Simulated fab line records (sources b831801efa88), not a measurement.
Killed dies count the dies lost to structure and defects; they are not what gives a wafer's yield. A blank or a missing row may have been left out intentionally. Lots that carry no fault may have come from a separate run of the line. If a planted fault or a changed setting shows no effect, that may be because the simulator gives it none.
fab line records ; flow sky130
record: lots: 6; wafers: 18; lastDay: 49
route steps=708 shown LOCAL_INTERCONNECT@402 CONTACT@406 PAD_OPEN@708
lots that met no fault: taken from a fault-free run of the same line
startH: the number of hours between the record's first day and the start of the first shown wafer of the lot ; waitH: how many hours have passed since the lot's step before this one ; " same as the row above ; L1.1+2: a single row standing in for several wafers ; - value missing, or start not given ; * or withheld: withheld ; < > ~ a bound
route shown NAME@n: a module of which the file shows steps, and the number in the route of the first ; usual: mean and standard deviation over wafers with no fault ; same: alike in all rows ; chamber/n: place in a boat ; sites: readings site by site ; _std_site: their standard deviation ; _edge_site: inner sites' mean taken away from outer sites' mean ; radiusMm: how far each site lies from the wafer's centre ; mask NAME#n: copy n ; behind: the last tool/chamber to shape the wafer ; hold: what put the lot on hold/how long, in hours/how the hold closed ; device: the n, p or np transistor that did not switch ; end of line: at the end of the route, the tests of the same wafers ; for a step that has no rows: nothing shown but its recipe ; killed: at the first sort, the dies lost to defects and structure; wafer yield is something else ; map: a wafer's dies, marking killed ones x, the rest . and places with no die _
set.NAME: the setting the step ran with; set.NAME@STEP: the setting that earlier step ran with ; model.NAME: the simulator's own value behind a step, which no gauge read
lots at some steps of the route; a table a step, a row a wafer
services: the hour from which a tool's chamber was out of use, counted from the record's first day as startH (under 0 if before that day), plus the number of hours and why
== steps ==
step: SKY_LOCAL_INTERCONNECT_STRIP_15
recipe: chemistry: O2/N2; powerW: 1400; pressureMtorr: 1500; platenTempC: withheld; o2FlowSccm: 3000; n2FlowSccm: 300; overashFraction: 0.5
usual: drypumpMotorCurrentA: 5.60/0.29; oesProductAu: 0.428/0.0046; stripTimeToEndpointS: 4.75/0.032
lot.wafer;tool;chamber;startH;waitH;drypumpMotorCurrentA;oesProductAu;rfHoursCounterH;stripTimeToEndpointS
L315.1;plasmaAsher-02;1;743.17;0.0;5.48;0.426;97;4.80
L315.2;plasmaAsher-02;0;743.17;0.0;5.73;0.432;97;4.81
L315.4;plasmaAsher-02;1;743.17;0.0;5.49;0.437;-;4.82
L316.3;plasmaAsher-02;0;763.42;0.1;5.72;0.427;-;4.74
L316.5;plasmaAsher-02;0;763.42;0.1;5.72;0.425;-;4.74
L316.6;plasmaAsher-02;1;763.42;0.1;5.45;0.431;-;4.75
L325.3;plasmaAsher-03;1;824.87;0.1;5.16;0.420;-;4.73
L325.4;plasmaAsher-03;0;824.87;0.1;5.63;0.431;-;4.76
L325.5;plasmaAsher-03;1;824.87;0.1;5.17;0.434;-;4.78
L327.1;plasmaAsher-03;1;843.79;0.0;5.14;0.432;38;4.74
L327.4;plasmaAsher-03;1;843.79;0.0;5.16;0.430;-;4.69
L327.6;plasmaAsher-03;1;843.79;0.0;5.13;0.428;-;4.72
L329.1;plasmaAsher-03;0;848.49;0.0;5.62;0.432;39;4.71
L329.2;plasmaAsher-03;1;848.49;0.0;5.13;0.420;39;4.72
L329.3;plasmaAsher-03;1;848.49;0.0;5.13;0.420;-;4.73
L331.2;plasmaAsher-04;1;859.94;0.0;5.80;0.430;11;4.75
L331.3;plasmaAsher-04;0;859.94;0.0;6.17;0.422;-;4.77
L331.5;plasmaAsher-04;0;859.94;0.0;6.17;0.433;-;4.77
step: SKY_LOCAL_INTERCONNECT_STRIP_16
recipe: chemistry: postEtchResidueRemover; timeS: 1200; tempC: 72.5
step: SKY_LOCAL_INTERCONNECT_CLEAN_17
recipe: chemistry: IPA; timeS: 180; tempC: 25
step: SKY_LOCAL_INTERCONNECT_CLEAN_18
recipe: chemistry: O3/DIW; dry: n2Spin
step: SKY_CONTACT_CVD_00
recipe: material: Si3N4; targetThkNm: 75; tempC: 400; timeS: withheld; rfW: 450
usual: heaterPowerW: 742/130
lot.wafer;tool;chamber;startH;waitH;heaterPowerW
L315.1;pecvd-02;1;743.77;0.0;728
L315.2;pecvd-02;2;743.77;0.0;515
L315.4;pecvd-02;2;743.77;0.0;537
L316.3;pecvd-02;0;763.98;0.0;608
L316.5;pecvd-02;2;763.98;0.0;618
L316.6;pecvd-02;0;763.98;0.0;605
L325.3;pecvd-02;0;825.47;0.0;647
L325.4;pecvd-02;2;825.47;0.0;645
L325.5;pecvd-02;0;825.47;0.0;620
L327.1;pecvd-01;1;844.38;0.0;935
L327.4;pecvd-01;1;844.38;0.0;918
L327.6;pecvd-01;0;844.38;0.0;876
L329.1;pecvd-02;0;849.08;0.0;728
L329.2;pecvd-02;2;849.08;0.0;582
L329.3;pecvd-02;1;849.08;0.0;679
L331.2;pecvd-02;0;860.53;0.0;692
L331.3;pecvd-02;1;860.53;0.0;789
L331.5;pecvd-02;2;860.53;0.0;590
step: SKY_CONTACT_THK_MEAS_01
recipe: reads: Si3N4_of_CONTACT_CVD_00
usual: CONTACT_CVD_00_THK: 74.5/0.98
lot.wafer;tool;chamber;startH;waitH;CONTACT_CVD_00_THK[nm]
L315.1;filmMetro-01;-;743.80;-;73.9
L315.2;filmMetro-01;-;743.80;-;74.7
L315.4;filmMetro-01;-;743.80;-;75.4
L316.3;filmMetro-02;-;764.03;-;73.9
L316.5;filmMetro-02;-;764.03;-;74.5
L316.6;filmMetro-02;-;764.03;-;74.8
L325.3;filmMetro-02;-;825.52;-;73.6
L325.4;filmMetro-02;-;825.52;-;75.7
L325.5;filmMetro-02;-;825.52;-;74.3
L327.1;filmMetro-01;-;844.41;-;74.1
L327.4;filmMetro-01;-;844.41;-;74.5
L327.6;filmMetro-01;-;844.41;-;74.3
L329.1;filmMetro-03;-;849.12;-;72.4
L329.2;filmMetro-03;-;849.12;-;73.6
L329.3;filmMetro-03;-;849.12;-;72.7
L331.2;filmMetro-03;-;860.57;-;73.0
L331.3;filmMetro-03;-;860.57;-;72.8
L331.5;filmMetro-03;-;860.57;-;74.8
step: SKY_CONTACT_HDPCVD_02
recipe: material: SiO2; targetThkNm: 565; sigmaOpenFrac: 0.3; timeS: 94.2; tempC: 600; sih4FlowSccm: 60; pressureMtorr: 6
step: SKY_CONTACT_THK_MEAS_03
recipe: reads: SiO2_of_CONTACT_HDPCVD_02
usual: CONTACT_HDPCVD_THK: 563/6.6
lot.wafer;tool;chamber;startH;waitH;CONTACT_HDPCVD_THK[nm]
L315.1;filmMetro-01;-;743.93;0.0;575
L315.2;filmMetro-01;-;743.93;0.0;563
L315.4;filmMetro-01;-;743.93;0.0;569
L316.3;filmMetro-01;-;764.16;0.1;555
L316.5;filmMetro-01;-;764.16;0.1;562
L316.6;filmMetro-01;-;764.16;0.1;557
L325.3;filmMetro-03;-;825.65;0.1;568
L325.4;filmMetro-03;-;825.65;0.1;565
L325.5;filmMetro-03;-;825.65;0.1;571
L327.1;filmMetro-03;-;844.54;0.0;555
L327.4;filmMetro-03;-;844.54;0.0;558
L327.6;filmMetro-03;-;844.54;0.0;554
L329.1;filmMetro-02;-;849.25;0.0;567
L329.2;filmMetro-02;-;849.25;0.0;568
L329.3;filmMetro-02;-;849.25;0.0;565
L331.2;filmMetro-01;-;860.70;0.0;563
L331.3;filmMetro-01;-;860.70;0.0;561
L331.5;filmMetro-01;-;860.70;0.0;564
step: SKY_CONTACT_CMP_04
recipe: material: SiO2; downForcePsi: 4; platenRpm: 60; padVelocityMS: 0.94248
usual: motorCurrentA: 12.1/1; slurryFilterDpKPa: 13.50/0.13; slurryFlowMlMin: 150.0/0.5; timeToEndpointS: 82/7.1
lot.wafer;tool;chamber;startH;waitH;motorCurrentA;slurryFilterDpKPa;slurryFlowMlMin;timeToEndpointS
L315.4;cmp-01;3;743.99;0.0;11.2;13.42;149.9;87
L315.2;cmp-01;1;743.99;0.0;12.1;13.38;150.6;70
L315.1;cmp-01;2;743.99;0.0;13.0;13.40;150.0;89
L316.3;cmp-01;1;764.30;0.1;11.7;13.73;149.3;72
L316.5;cmp-01;3;764.30;0.1;11.6;13.35;150.1;86
L316.6;cmp-01;0;764.30;0.1;12.6;13.35;149.6;79
L325.4;cmp-02;3;825.80;0.1;13.9;13.56;149.9;91
L325.3;cmp-02;0;825.80;0.1;11.8;13.49;151.4;82
L325.5;cmp-02;3;825.80;0.1;14.5;13.58;149.4;93
L327.1;cmp-01;1;844.60;0.1;11.7;13.47;149.7;70
L327.4;cmp-01;0;844.60;0.1;11.9;13.42;150.1;75
L327.6;cmp-01;2;844.60;0.1;12.8;13.40;150.3;79
L329.2;cmp-01;3;849.36;0.1;11.5;13.32;150.1;92
L329.3;cmp-01;0;849.36;0.1;12.6;13.44;151.0;81
L329.1;cmp-01;1;849.36;0.1;11.1;13.61;150.4;75
L331.3;cmp-01;1;862.82;2.1;11.8;13.47;149.5;74
L331.2;cmp-01;0;862.82;2.1;12.4;13.51;149.2;78
L331.5;cmp-01;2;862.82;2.1;12.4;13.58;150.6;85
step: SKY_CONTACT_BOW_MEAS_05
recipe: mode: bow
usual: CONTACT_BOW: 82/6.6
lot.wafer;tool;chamber;startH;waitH;CONTACT_BOW[um]
L315.1;filmMetro-01;-;744.29;0.1;89
L315.2;filmMetro-01;-;744.29;0.1;82
L315.4;filmMetro-01;-;744.29;0.1;82
L316.3;filmMetro-03;-;764.54;0.2;79
L316.5;filmMetro-03;-;764.54;0.2;79
L316.6;filmMetro-03;-;764.54;0.2;76
L325.3;filmMetro-03;-;826.14;0.2;87
L325.4;filmMetro-03;-;826.14;0.2;77
L325.5;filmMetro-03;-;826.14;0.2;77
L327.1;filmMetro-01;-;844.90;0.2;77
L327.4;filmMetro-01;-;844.90;0.2;76
L327.6;filmMetro-01;-;844.90;0.2;77
L329.1;filmMetro-03;-;849.61;0.1;75
L329.2;filmMetro-03;-;849.61;0.1;81
L329.3;filmMetro-03;-;849.61;0.1;79
L331.2;filmMetro-01;-;863.14;0.1;72
L331.3;filmMetro-01;-;863.14;0.1;75
L331.5;filmMetro-01;-;863.14;0.1;81
step: SKY_CONTACT_DEHYDRATE_06
recipe: tempC: 200; timeS: 60
step: SKY_CONTACT_HMDS_07
recipe: primeTimeS: 60; primeTempC: 120
step: SKY_CONTACT_COAT_08
recipe: resist: BARC; tempC: withheld; timeS: withheld; spinRpm: 3000; resistThkNm: 60
usual: chillPlateTempC: *
lot.wafer;tool;chamber;startH;waitH;chillPlateTempC
L315.1;lithoTrack-02;0;757.33;0.1;*
L315.2;lithoTrack-02;0;757.33;0.1;*
L315.4;lithoTrack-02;0;757.33;0.1;*
L316.3;lithoTrack-01;0;777.45;0.1;*
L316.5;lithoTrack-01;0;777.45;0.1;*
L316.6;lithoTrack-01;0;777.45;0.1;*
L325.3;lithoTrack-02;0;838.73;0.1;*
L325.4;lithoTrack-02;0;838.73;0.1;*
L325.5;lithoTrack-02;0;838.73;0.1;*
L327.1;lithoTrack-02;0;857.83;0.1;*
L327.4;lithoTrack-02;0;857.83;0.1;*
L327.6;lithoTrack-02;0;857.83;0.1;*
L329.1;lithoTrack-01;0;862.51;0.1;*
L329.2;lithoTrack-01;0;862.51;0.1;*
L329.3;lithoTrack-01;0;862.51;0.1;*
L331.2;lithoTrack-01;0;875.68;0.1;*
L331.3;lithoTrack-01;0;875.68;0.1;*
L331.5;lithoTrack-01;0;875.68;0.1;*
step: SKY_CONTACT_COAT_09
recipe: resist: KrF-thick; spinRpm: 3000; resistThkNm: 450
step: SKY_CONTACT_SOFTBAKE_10
recipe: tempC: 100; timeS: 90; resist: KrF-thick
step: SKY_CONTACT_EXPOSE_11
recipe: maskId: CTM1; na: 0.8; sourceShape: annular; sigmaInner: 0.55; sigmaOuter: 0.85; targetCdNm: 170; doseMj: 38
step: SKY_CONTACT_PEB_12
recipe: pebTempC: withheld; pebTimeS: withheld; resist: KrF-thick
step: SKY_CONTACT_DEVELOP_13
recipe: developTimeS: 60; resist: KrF-thick; devTempC: 21
step: SKY_CONTACT_CD_MEAS_14
recipe: targetCdNm: 170
usual: cdNm: 169.7/1.5
lot.wafer;tool;chamber;startH;waitH;cdNm
L315.1;cdSem-01;-;770.48;-;168.7
L315.2;cdSem-01;-;770.48;-;168.4
L315.4;cdSem-01;-;770.48;-;167.7
L316.3;cdSem-01;-;790.74;-;169.7
L316.5;cdSem-01;-;790.74;-;170.6
L316.6;cdSem-01;-;790.74;-;169.0
L325.3;cdSem-02;-;851.62;-;168.8
L325.4;cdSem-02;-;851.62;-;167.8
L325.5;cdSem-02;-;851.62;-;168.3
L327.1;cdSem-02;-;871.53;-;170.6
L327.4;cdSem-02;-;871.53;-;170.2
L327.6;cdSem-02;-;871.53;-;171.0
L329.1;cdSem-01;-;875.73;-;169.6
L329.2;cdSem-01;-;875.73;-;169.1
L329.3;cdSem-01;-;875.73;-;169.3
L331.2;cdSem-01;-;888.75;-;169.8
L331.3;cdSem-01;-;888.75;-;169.0
L331.5;cdSem-01;-;888.75;-;169.7
step: SKY_CONTACT_OVL_MEAS_15
usual: CONTACT_OVL: -2/5.5
lot.wafer;tool;chamber;startH;waitH;CONTACT_OVL[nm]
L315.1;overlay-02;-;770.60;0.1;-7
L315.2;overlay-02;-;770.60;0.1;-7
L315.4;overlay-02;-;770.60;0.1;0
L316.3;overlay-02;-;790.84;0.1;1
L316.5;overlay-02;-;790.84;0.1;5
L316.6;overlay-02;-;790.84;0.1;-4
L325.3;overlay-01;-;851.71;0.1;-1
L325.4;overlay-01;-;851.71;0.1;4
L325.5;overlay-01;-;851.71;0.1;4
L327.1;overlay-01;-;871.65;0.1;0
L327.4;overlay-01;-;871.65;0.1;0
L327.6;overlay-01;-;871.65;0.1;-3
L329.1;overlay-01;-;875.85;0.1;1
L329.2;overlay-01;-;875.85;0.1;7
L329.3;overlay-01;-;875.85;0.1;-2
L331.2;overlay-01;-;888.86;0.1;-4
L331.3;overlay-01;-;888.86;0.1;-11
L331.5;overlay-01;-;888.86;0.1;2
step: SKY_CONTACT_ETCH_16
recipe: chemistry: N2/H2; target: BARC; ionEnergyEv: 200; sourceW: 508.3; biasW: 100; pressureMtorr: 30; n2FlowSccm: 100; h2FlowSccm: 200; stopOn: SiO2; timeS: 45.9; targetDepthA: 600
usual: drypumpMotorCurrentA: 5.63/0.27; oesProductAu: 0.855/0.0047; throttleValvePct: 13.225/0.009
lot.wafer;tool;chamber;startH;waitH;drypumpMotorCurrentA;oesProductAu;rfHoursCounterH;throttleValvePct;model.etch.depthNm
L315.1;rieDiel-02;3;770.64;0.0;6.21;0.862;8;13.218;60.3
L315.2;rieDiel-02;0;770.64;0.0;5.54;0.857;11;13.226;60.39
L315.4;rieDiel-02;1;770.64;0.0;5.37;0.855;4;13.245;60.29
L316.3;rieDiel-03;3;790.86;0.0;5.37;0.852;31;13.221;60.04
L316.5;rieDiel-03;2;790.86;0.0;5.76;0.854;-;13.213;60.01
L316.6;rieDiel-03;1;790.86;0.0;5.85;0.850;-;13.234;59.96
L325.3;rieDiel-02;0;851.74;0.0;5.56;0.853;13;13.231;59.86
L325.4;rieDiel-02;2;851.74;0.0;5.96;0.848;9;13.223;59.76
L325.5;rieDiel-02;2;851.74;0.0;5.96;0.846;-;13.221;59.86
L327.1;rieDiel-04;2;871.69;0.0;5.45;0.857;14;13.230;60.03
L327.4;rieDiel-04;3;871.69;0.0;5.62;0.856;30;13.216;59.93
L327.6;rieDiel-04;3;871.69;0.0;5.62;0.852;-;13.233;60.22
L329.1;rieDiel-04;0;875.89;0.0;5.76;0.930;21;13.235;70.25
L329.2;rieDiel-04;2;875.89;0.0;5.47;0.933;14;13.232;70.08
L329.3;rieDiel-04;1;875.89;0.0;5.68;0.935;5;13.224;70.07
L331.2;rieDiel-03;3;888.89;0.0;5.37;0.934;1;13.235;70.17
L331.3;rieDiel-03;0;888.89;0.0;5.09;0.937;7;13.230;70.26
L331.5;rieDiel-03;3;888.89;0.0;5.38;0.941;-;13.232;70.04
step: SKY_CONTACT_ETCH_17
recipe: target: SiO2; chemistry: C4F8/O2/Ar; stopOn: Si3N4; maskMaterial: KrF-thick; sourceW: 1500; biasW: 1200; pressureMtorr: 40; c4f8FlowSccm: withheld; O2_flow_sccm: 6; Ar_flow_sccm: 300; timeS: withheld; targetDepthA: 3400
usual: oesProductAu: 0.893/0.0053
lot.wafer;tool;chamber;startH;waitH;oesProductAu
L315.1;rieDiel-02;3;770.68;0.0;0.890
L315.2;rieDiel-02;0;770.68;0.0;0.884
L315.4;rieDiel-02;1;770.68;0.0;0.893
L316.3;rieDiel-03;3;790.90;0.0;0.885
L316.5;rieDiel-03;2;790.90;0.0;0.899
L316.6;rieDiel-03;1;790.90;0.0;0.889
L325.3;rieDiel-02;0;851.78;0.0;0.894
L325.4;rieDiel-02;2;851.78;0.0;0.892
L325.5;rieDiel-02;2;851.78;0.0;0.905
L327.1;rieDiel-04;2;871.73;0.0;0.890
L327.4;rieDiel-04;3;871.73;0.0;0.889
L327.6;rieDiel-04;3;871.73;0.0;0.895
L329.1;rieDiel-04;0;875.93;0.0;0.894
L329.2;rieDiel-04;2;875.93;0.0;0.888
L329.3;rieDiel-04;1;875.93;0.0;0.887
L331.2;rieDiel-03;3;888.93;0.0;0.885
L331.3;rieDiel-03;0;888.93;0.0;0.886
L331.5;rieDiel-03;3;888.93;0.0;0.889
step: SKY_PAD_OPEN_PROBE_99
usual: killed_at_M0_to_M3: 42/7.1; killed_at_M4_up: 3.0/1.7; killedAtContacts: 25/5; killedAtFrontEnd: 16/4.4; killedAtOther: 0.5/1.4; killedDies: 87/9.2; killedOpen: 47/6.2; killedShort: 39/6.6
same: grossDies: 492; killedAtBackSide: 0
lot.wafer;tool;chamber;startH;waitH;killed_at_M0_to_M3;killed_at_M4_up;killedAtContacts;killedAtFrontEnd;killedAtOther;killedDies;killedOpen;killedShort
L315.1;prober-02;-;1102.95;0.1;40;3;32;12;1;88;49;38
L315.2;prober-02;-;1103.00;0.1;53;2;26;17;1;99;52;47
L315.4;prober-02;-;1103.10;0.2;53;3;18;17;0;91;43;48
L316.3;prober-02;-;1117.49;0.2;47;2;28;17;1;95;55;39
L316.5;prober-02;-;1117.59;0.2;44;1;21;22;0;88;49;38
L316.6;prober-02;-;1117.64;0.2;45;0;22;26;0;93;51;41
L325.4;prober-02;-;1161.71;0.2;46;3;30;13;0;92;56;36
L325.5;prober-02;-;1161.76;0.2;25;1;33;8;0;67;46;21
L327.1;prober-01;-;1175.93;0.1;35;1;24;16;0;76;36;40
L327.4;prober-01;-;1176.08;0.2;49;2;41;12;0;104;51;53
L327.6;prober-01;-;1176.18;0.2;47;4;23;24;0;98;48;50
L329.1;prober-01;-;1177.43;0.1;47;1;20;18;0;86;47;39
L329.2;prober-01;-;1177.48;0.1;43;2;24;13;1;83;50;32
L329.3;prober-01;-;1177.53;0.2;42;4;18;12;0;76;39;37
killed by level:class
L315.1 CONTACT:geometricParticle:open=16 VIA2:geometricParticle:short=8 VIA1:geometricParticle:open=7 VIA2:geometricParticle:open=7 FIELD_ISO:geometricParticle:open=6 LI_CONTACT:geometricParticle:open=6 METAL1:geometricParticle:short=5 CONTACT:geometricParticle:short=5
L315.2 VIA1:geometricParticle:open=12 LI_CONTACT:geometricParticle:open=11 METAL2:geometricParticle:short=7 VIA2:geometricParticle:open=7 VIA1:geometricParticle:short=6 VIA3:geometricParticle:open=6 FIELD_ISO:geometricParticle:short=5 FIELD_ISO:geometricParticle:open=5
L315.4 VIA1:geometricParticle:open=8 VIA2:geometricParticle:open=8 METAL2:geometricParticle:short=7 VIA3:geometricParticle:open=6 FIELD_ISO:geometricParticle:open=5 LOCAL_INTERCONNECT:geometricParticle:short=5 CONTACT:geometricParticle:open=5 CONTACT:geometricParticle:short=5
L316.3 VIA2:geometricParticle:open=11 LOCAL_INTERCONNECT:geometricParticle:short=8 CONTACT:geometricParticle:open=8 VIA3:geometricParticle:open=8 METAL2:geometricParticle:short=8 LI_CONTACT:geometricParticle:open=6 VIA3:geometricParticle:short=5 FIELD_ISO:geometricParticle:open=4
L316.5 VIA2:geometricParticle:open=9 CONTACT:geometricParticle:open=8 VIA1:geometricParticle:open=8 FIELD_ISO:geometricParticle:short=6 LI_CONTACT:geometricParticle:open=6 METAL2:geometricParticle:short=6 FIELD_ISO:geometricParticle:open=5 POLY_GATE:geometricParticle:short=4
L316.6 CONTACT:geometricParticle:open=10 VIA1:geometricParticle:open=9 FIELD_ISO:geometricParticle:short=8 FIELD_ISO:geometricParticle:open=8 METAL2:geometricParticle:short=8 VIA3:geometricParticle:open=7 VIA2:geometricParticle:open=6 VIA2:geometricParticle:short=5
L325.4 VIA1:geometricParticle:open=11 CONTACT:geometricParticle:open=9 LI_CONTACT:geometricParticle:open=8 METAL1:geometricParticle:short=6 VIA1:geometricParticle:short=6 VIA2:geometricParticle:open=6 FIELD_ISO:geometricParticle:open=5 VIA3:geometricParticle:open=5
L325.5 CONTACT:geometricParticle:open=13 LI_CONTACT:geometricParticle:open=10 VIA1:geometricParticle:open=7 CONTACT:geometricParticle:short=6 METAL1:geometricParticle:short=4 VIA2:geometricParticle:short=4 VIA3:geometricParticle:open=4 POLY_GATE:geometricParticle:open=3
L327.1 CONTACT:geometricParticle:open=8 VIA1:geometricParticle:open=7 CONTACT:geometricParticle:short=5 VIA2:geometricParticle:open=5 VIA3:geometricParticle:short=5 POLY_GATE:geometricParticle:short=4 POLY_GATE:geometricParticle:open=4 LI_CONTACT:geometricParticle:open=4
L327.4 CONTACT:geometricParticle:open=15 METAL2:geometricParticle:short=12 CONTACT:geometricParticle:short=11 VIA3:geometricParticle:open=9 VIA1:geometricParticle:open=9 LI_CONTACT:geometricParticle:open=6 METAL1:geometricParticle:short=6 VIA2:geometricParticle:short=5
L327.6 FIELD_ISO:geometricParticle:short=10 LI_CONTACT:geometricParticle:open=8 METAL2:geometricParticle:short=7 VIA3:geometricParticle:open=7 METAL1:geometricParticle:short=6 VIA1:geometricParticle:open=5 LOCAL_INTERCONNECT:geometricParticle:short=5 VIA2:geometricParticle:open=5
L329.1 VIA1:geometricParticle:open=14 VIA2:geometricParticle:open=8 CONTACT:geometricParticle:open=7 VIA1:geometricParticle:short=7 POLY_GATE:geometricParticle:open=6 LI_CONTACT:geometricParticle:short=6 METAL1:geometricParticle:short=6 POLY_GATE:geometricParticle:short=4
L329.2 VIA1:geometricParticle:open=11 VIA2:geometricParticle:open=10 CONTACT:geometricParticle:open=9 VIA3:geometricParticle:open=7 CONTACT:geometricParticle:short=6 METAL1:geometricParticle:short=6 FIELD_ISO:geometricParticle:open=5 FIELD_ISO:geometricParticle:short=4
L329.3 CONTACT:geometricParticle:open=7 VIA1:geometricParticle:open=7 VIA3:geometricParticle:open=6 METAL1:geometricParticle:short=6 VIA2:geometricParticle:open=6 POLY_GATE:geometricParticle:short=4 LI_CONTACT:geometricParticle:open=4 CONTACT:geometricParticle:short=4
== services ==
tool;chamber;startH;hours;kind
plasmaAsher-04;-;733.75;9.0;pm
cmp-01;-;736.23;4.3;pm
cmp-02;-;737.63;1.1;repair
rieDiel-02;-;743.39;1.4;repair
cmp-02;-;744.30;4.0;pm
rieDiel-04;3;775.70;3.2;repair
pecvd-01;2;776.81;23.0;repair
rieDiel-02;-;788.51;1.0;repair
cmp-02;-;792.31;1.4;repair
cmp-02;-;797.71;2.0;repair
rieDiel-03;1;800.03;2.9;repair
rieDiel-03;3;804.50;5.5;repair
plasmaAsher-02;-;805.75;3.1;repair
plasmaAsher-04;-;809.69;4.1;repair
plasmaAsher-04;-;815.51;2.8;pm
rieDiel-04;2;842.70;3.6;repair
cmp-02;-;844.40;1.8;repair
rieDiel-04;2;849.95;2.7;repair
rieDiel-02;2;852.15;9.6;repair
pecvd-01;-;852.85;1.2;repair
cmp-02;-;855.19;4.2;repair
cmp-01;-;860.29;2.5;repair
cmp-01;-;872.59;1.9;repair
rieDiel-04;3;873.99;9.7;repair
== key ==
firstSign: step: SKY_CONTACT_ETCH_16; reading: oesProductAu; direction: up; sigmas: 17; usual: 0.855; struck: 0.935
effect none on later readings
modelEffect: step: SKY_CONTACT_ETCH_16; value: etch.depthNm; without: 60.07; struck: 70.14
metAt SKY_CONTACT_COAT_08
struckWafers L329.1,L329.2,L329.3,L331.2,L331.3,L331.5
testerLeftOut L329,L331
onsetBetween 777.45 862.51
alsoFits time
fault: kind: processParameterDrift; tool: lithoTrack-01; chamber: -; onsetH: 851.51; steps: SKY_CONTACT_COAT_08; channel: resistThkNm; offset: 10.057; shape: step; endH: 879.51; actsIn: theseRecipesOnly; stated: 60
testerLeftOut: of these lots the tester's yield and bins aren't shown, on N5 and GAA mostly nor the transistor test; their killed dies are dies lost to structure and defects alone, not to doping, threshold or leakage, so they don't give the yield
